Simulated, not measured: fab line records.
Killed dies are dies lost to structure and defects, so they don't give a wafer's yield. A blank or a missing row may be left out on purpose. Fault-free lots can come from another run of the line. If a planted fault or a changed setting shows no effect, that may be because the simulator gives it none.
The tool behind it: which one? | flow gf180mcu | 72 wafers from 24 lots sampled at 4 of the route's 602 steps

== WHAT THE GAUGES READ, wafer by wafer ==
GF_V2_BOW_MEAS_05. Usual: V2_BOW 96 um, standard deviation 8.2.
lot  | measured     | on            | V2_BOW (um) | flag
L074 | day 19 08:46 | film metro-01 | 107 94 98   |
L075 | day 19 22:23 | film metro-04 | 105 99 102  |
L076 | day 20 02:47 | film metro-01 | 98 107 102  |
L077 | day 20 16:03 | film metro-01 | 91 93 101   |
L078 | day 21 06:07 | film metro-04 | 108 99 98   |
L079 | day 21 07:08 | film metro-04 | 104 99 98   |
L080 | day 22 04:02 | film metro-04 | 84 87 93    |
L081 | day 22 09:38 | film metro-04 | 107 116 105 |
L082 | day 22 10:23 | film metro-01 | 85 95 91    |
L084 | day 23 00:39 | film metro-04 | 99 111 111  |
L083 | day 23 04:23 | film metro-01 | 102 103 101 |
L085 | day 23 20:00 | film metro-04 | 81 97 94    |
L086 | day 23 23:14 | film metro-01 | 117 109 105 |
L087 | day 24 08:32 | film metro-04 | 94 105 103  |
L088 | day 24 12:02 | film metro-03 | 92 101 79   |
L089 | day 24 18:22 | film metro-01 | 108 93 96   |
L090 | day 24 23:18 | film metro-04 | 84 85 99    |
L091 | day 25 07:08 | film metro-01 | 88 104 93   |
L092 | day 25 17:55 | film metro-01 | 101 97 95   |
L093 | day 26 03:46 | film metro-03 | 95 98 93    |
L094 | day 26 09:23 | film metro-04 | 81 92 93    |
L095 | day 26 15:50 | film metro-03 | 92 94 85    |
L096 | day 27 10:20 | film metro-03 | 92 89 99    |
L097 | day 27 11:49 | film metro-03 | 94 99 85    |

GF_M3_CD_MEAS_14: target cd 280 nm. Usual: cd nm at 280.5 nm, with a standard deviation of 1.4.
lot  | measured     | on        | cd nm (nm)        | flag
L074 | day 21 10:46 | cd sem-02 | 281.2 280.5 281.2 |
L075 | day 21 23:37 | cd sem-01 | 278.0 278.4 278.4 |
L076 | day 22 03:53 | cd sem-02 | 281.3 281.4 280.8 |
L077 | day 22 17:46 | cd sem-02 | 280.6 280.1 280.8 |
L078 | day 23 06:03 | cd sem-01 | 281.4 282.4 281.4 |
L079 | day 23 08:34 | cd sem-02 | 278.4 277.8 278.9 |
L080 | day 24 03:31 | cd sem-01 | 279.2 279.2 279.8 |
L081 | day 24 08:31 | cd sem-01 | 280.9 280.7 280.5 |
L082 | day 24 10:19 | cd sem-02 | 280.8 281.4 280.7 |
L084 | day 24 22:43 | cd sem-01 | 277.7 278.4 278.1 |
L083 | day 25 02:59 | cd sem-01 | 280.6 281.6 280.6 |
L085 | day 25 17:32 | cd sem-01 | 282.6 282.4 281.5 |
L086 | day 25 20:38 | cd sem-02 | 283.8 283.7 284.0 |
L087 | day 26 06:16 | cd sem-01 | 281.7 280.6 280.4 |
L088 | day 26 10:22 | cd sem-02 | 278.8 279.9 280.0 |
L089 | day 26 14:52 | cd sem-02 | 280.0 280.3 280.8 |
L090 | day 26 18:55 | cd sem-01 | 278.9 280.2 278.6 |
L091 | day 27 02:58 | cd sem-02 | 280.7 279.9 280.7 |
L092 | day 27 13:34 | cd sem-02 | 280.2 280.8 281.7 |
L093 | day 27 23:16 | cd sem-01 | 279.4 279.4 278.9 |
L094 | day 28 04:05 | cd sem-02 | 279.6 278.4 279.4 |
L095 | day 28 09:25 | cd sem-02 | 281.6 282.3 280.3 |
L096 | day 29 03:58 | cd sem-02 | 280.2 280.2 281.1 |
L097 | day 29 04:35 | cd sem-01 | 279.9 280.2 280.7 |

GF_V4_RS_MEAS_24: a four-point-probe measurement. Usual: V4_W_RS 0.3298 ohm/sq, standard deviation 0.0028.
lot  | measured     | on            | V4_W_RS (ohm/sq)     | flag
L074 | day 24 13:03 | film metro-03 | 0.3264 0.3297 0.3284 |
L075 | day 25 01:13 | film metro-03 | 0.3239 0.3295 0.3266 |
L076 | day 25 05:31 | film metro-03 | 0.3273 0.3232 0.3266 |
L077 | day 25 17:57 | film metro-03 | 0.3283 0.3311 0.3299 |
L078 | day 26 04:49 | film metro-04 | 0.3277 0.3314 0.3297 |
L079 | day 26 07:59 | film metro-04 | 0.3266 0.3253 0.3243 |
L080 | day 27 00:55 | film metro-01 | 0.3291 0.3314 0.3332 |
L081 | day 27 06:52 | film metro-03 | 0.3328 0.3365 0.3321 |
L082 | day 27 08:20 | film metro-01 | 0.3315 0.3261 0.3273 |
L084 | day 27 19:14 | film metro-04 | 0.3285 0.3286 0.3313 |
L083 | day 27 22:07 | film metro-03 | 0.3308 0.3314 0.3298 |
L085 | day 28 12:53 | film metro-03 | 0.3324 0.3221 0.3286 |
L086 | day 28 15:34 | film metro-03 | 0.3312 0.3281 0.3292 |
L087 | day 29 01:00 | film metro-03 | 0.3262 0.3304 0.3280 |
L088 | day 29 03:09 | film metro-01 | 0.3308 0.3294 0.3321 |
L089 | day 29 08:13 | film metro-01 | 0.3269 0.3286 0.3287 |
L090 | day 29 11:41 | film metro-03 | 0.3339 0.3327 0.3297 |
L091 | day 29 19:01 | film metro-04 | 0.3338 0.3301 0.3324 |
L092 | day 30 05:32 | film metro-04 | 0.3301 0.3341 0.3341 |
L093 | day 30 13:23 | film metro-03 | 0.3347 0.3278 0.3352 |
L094 | day 30 19:16 | film metro-04 | 0.3282 0.3281 0.3302 |
L095 | day 30 23:13 | film metro-03 | 0.3316 0.3307 0.3273 |
L096 | day 31 16:10 | film metro-01 | 0.3315 0.3304 0.3311 |
L097 | day 31 17:14 | film metro-01 | 0.3322 0.3308 0.3349 |

== EACH LOT AND THE TOOL THAT RAN IT (in order: tool; ch and the chambers of the sampled wafers; start) ==
lot  | GF_V4_SPUTTER_21
L074 | pvd sputter-02, day 24 12:47
L075 | pvd sputter-04, day 25 01:01
L076 | pvd sputter-01, day 25 05:17
L077 | pvd sputter-02, day 25 17:42
L078 | pvd sputter-01, day 26 04:35
L079 | pvd sputter-01, day 26 07:47
L080 | pvd sputter-01, day 27 00:42
L081 | pvd sputter-04, day 27 06:40
L082 | pvd sputter-02, day 27 08:08
L084 | pvd sputter-04, day 27 18:55
L083 | pvd sputter-04, day 27 21:47
L085 | pvd sputter-01, day 28 12:41
L086 | pvd sputter-02, day 28 15:17
L087 | pvd sputter-01, day 29 00:47
L088 | pvd sputter-01, day 29 02:56
L089 | pvd sputter-01, day 29 08:00
L090 | pvd sputter-04, day 29 11:29
L091 | pvd sputter-02, day 29 18:48
L092 | pvd sputter-01, day 30 05:20
L093 | pvd sputter-01, day 30 13:08
L094 | pvd sputter-01, day 30 19:02
L095 | pvd sputter-04, day 30 23:00
L096 | pvd sputter-04, day 31 15:58
L097 | pvd sputter-02, day 31 16:57
- GF_V4_SPUTTER_21: material Ti, target thk 15 nm, time 80.02 s.

== WHAT THE TOOLS THEMSELVES READ (means of the sampled wafers that have a number; where no wafer has one, the mark that the record gives instead) ==
GF_V4_SPUTTER_21. Usual: cathode dc power W 2500.0 W, standard deviation 0.45; throttle valve pct 30.4 %, standard deviation 1.2.
lot  | tool           | cathode dc power W (W) | throttle valve pct (%) | flag
L074 | pvd sputter-02 | 2500.2                 | 29.6                   |
L075 | pvd sputter-04 | 2499.8                 | 32.2                   |
L076 | pvd sputter-01 | 2500.1                 | 30.0                   |
L077 | pvd sputter-02 | 2500.0                 | 31.7                   |
L078 | pvd sputter-01 | 2500.5                 | 30.3                   |
L079 | pvd sputter-01 | 2500.2                 | 30.3                   |
L080 | pvd sputter-01 | 2500.2                 | 30.5                   |
L081 | pvd sputter-04 | 2500.1                 | 30.8                   |
L082 | pvd sputter-02 | 2499.4                 | 30.4                   |
L084 | pvd sputter-04 | 2500.3                 | 29.7                   |
L083 | pvd sputter-04 | 2499.8                 | 29.9                   |
L085 | pvd sputter-01 | 2499.9                 | 30.2                   |
L086 | pvd sputter-02 | 2500.0                 | 30.4                   |
L087 | pvd sputter-01 | 2499.9                 | 30.0                   |
L088 | pvd sputter-01 | 2500.0                 | 30.3                   |
L089 | pvd sputter-01 | 2500.1                 | 30.4                   |
L090 | pvd sputter-04 | 2499.7                 | 31.4                   |
L091 | pvd sputter-02 | 2500.0                 | 29.8                   |
L092 | pvd sputter-01 | 2500.0                 | 30.2                   |
L093 | pvd sputter-01 | 2499.8                 | 30.4                   |
L094 | pvd sputter-01 | 2499.8                 | 30.3                   |
L095 | pvd sputter-04 | 2500.2                 | 30.9                   |
L096 | pvd sputter-04 | 2500.1                 | 31.6                   |
L097 | pvd sputter-02 | 2500.1                 | 30.7                   |

== THE ANSWER, worked out from the rows above alone ==
Rule: a lot counts as off when the mean over its wafers that have a number is more than 3 standard deviations away from the usual mean. A lot without any number at a reading at which 4 lots or more have one is off too. Where the step has rows for the other lots, those lots are counted as sound. The gauges are gone through in route order, then the tools' own readings, and for those a lot's mean is taken as printed above. At the first step where some lot is off, the reading lying furthest off is the one used; lots without a number count as furthest.
Nothing can be told from this: no lot is off at any reading shown.

== WHAT WAS PUT IN BY THE SIMULATOR ==
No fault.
